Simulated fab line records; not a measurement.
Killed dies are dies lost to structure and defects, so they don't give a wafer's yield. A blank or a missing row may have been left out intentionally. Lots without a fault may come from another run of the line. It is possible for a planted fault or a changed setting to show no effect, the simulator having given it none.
Code-filled problem report in 8D (eight disciplines) form | flow sky130 | the parts of the form that need people (team, actions taken, sign-off) are left out

## 1. WHAT IS WRONG
FIELD_ISO_CVD_03_THK at SKY_FIELD_ISO_THK_MEAS_04 reads a mean of 117.2 nm on 9 wafers of 3 lots; wafers without a fault read 165.9 nm with a standard deviation of 1.6. That puts it -30 standard deviations away from the usual mean.
First seen on wafer L180.2, day 2 15:34, on film_metro-03. The record holds 30 wafers of 10 lots with a number at this step. By rule, "out" or "out of limits" means more than 4 standard deviations away from the usual mean. The rest of the wafers with a number are treated as sound.

## 2. WHAT IT IS; WHAT IT IS NOT
question                    | is                           | is not
which readings at this step | FIELD_ISO_CVD_03_THK         | -
which lots                  | L180, L181, L182             | L175, L176, L194, L195, L196, L197, L198
which wafers of those lots  | all that have a number       | -
read on which gauges        | film_metro-02, film_metro-03 | film_metro-04
when                        | from day 2 15:34             | up to then (6 sound wafers); but 15 sound wafers of L194, L195, L196, L197, L198 came after

## 3. WHAT RULES OUT EACH SUSPECT
Counting: a tool at any process step up to the reading remains a suspect when it ran all the lots that are out and ran no sound lot after the first of those.
- the gauge at SKY_FIELD_ISO_THK_MEAS_04: ruled out. The wafers that are out were read on 2 gauges (film_metro-02, film_metro-03).
- lpcvd-02 at SKY_FIELD_ISO_CVD_03 (deposits Si3N4 from DCS/NH3, target thk 165 nm, time 2830 s): ruled out as a lasting fault. Sound lots L194, L195, L196, L197, L198 ran on it after its first lot that is out, L180 (day 2 13:46).
Left after counting: nothing in the record.

## 4. THE CAUSE (what the simulator had put in)
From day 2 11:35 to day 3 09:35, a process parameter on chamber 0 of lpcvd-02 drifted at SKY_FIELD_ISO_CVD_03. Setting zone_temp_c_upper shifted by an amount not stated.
The count ruled it out by mistake, since the rule takes a fault to strike every lot its tool runs from the start of the fault on, and this one did not do so.

## 5. THE EFFECT CHAIN, in route order
Each row: a reading where the mean over the struck wafers with a number is more than 3 standard deviations away from the usual. Scope: only readings with a usual standard deviation given in the record; hours: median across lots of the time from each lot's start at the first step in this table that gives one to its start at this step; sigmas: change in usual standard deviations.
hours | step                      | reading               | usual      | on struck wafers | change | sigmas
0     | SKY_FIELD_ISO_CVD_03      | spike_tc_centre_C     | 771.0 C    | 776.8            | +5.8   | +4.5
0     | SKY_FIELD_ISO_CVD_03      | spike_tc_top_C        | 782 C      | 793              | +11    | +3.0
0     | SKY_FIELD_ISO_CVD_03      | spike_tc_upper_C      | 768.9 C    | 723.4            | -45.5  | -33
0     | SKY_FIELD_ISO_CVD_03      | zone_power_centre_pct | 13.1 %     | 20.4             | +7.3   | +5.6
0     | SKY_FIELD_ISO_CVD_03      | zone_power_top_pct    | 24.5 %     | 30.1             | +5.6   | +4.0
0     | SKY_FIELD_ISO_CVD_03      | zone_power_upper_pct  | 13.67 %    | 0.20             | -13.47 | -48
2     | SKY_FIELD_ISO_THK_MEAS_04 | FIELD_ISO_CVD_03_THK  | 165.9 nm   | 117.2            | -48.7  | -30
18    | SKY_FIELD_ISO_ETCH_15     | oes_product_au        | 0.949 a.u. | 0.783            | -0.166 | -23
18    | SKY_FIELD_ISO_ETCH_15     | throttle_valve_pct    | 8.845 %    | 8.794            | -0.051 | -5.2
It contains these process steps:
- SKY_FIELD_ISO_CVD_03: deposits Si3N4 from DCS/NH3, target thk 165 nm, time 2830 s.
- SKY_FIELD_ISO_ETCH_15: etches the open film in CHF3/O2, stops on Si, target depth 180 nm, time 72 s.

## 6. HOW IT WOULD HAVE BEEN CAUGHT EARLIER
4 hours passed between the start of the fault at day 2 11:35 and the first reading out of limits at a measuring or inspecting step in this record, taken at day 2 15:34.
At SKY_FIELD_ISO_CVD_03, the tool's own readings (spike_tc_upper_C, zone_power_centre_pct, zone_power_upper_pct) were out on each struck wafer the step has a row for, so an alarm limit on them would have fired on the first such wafer.
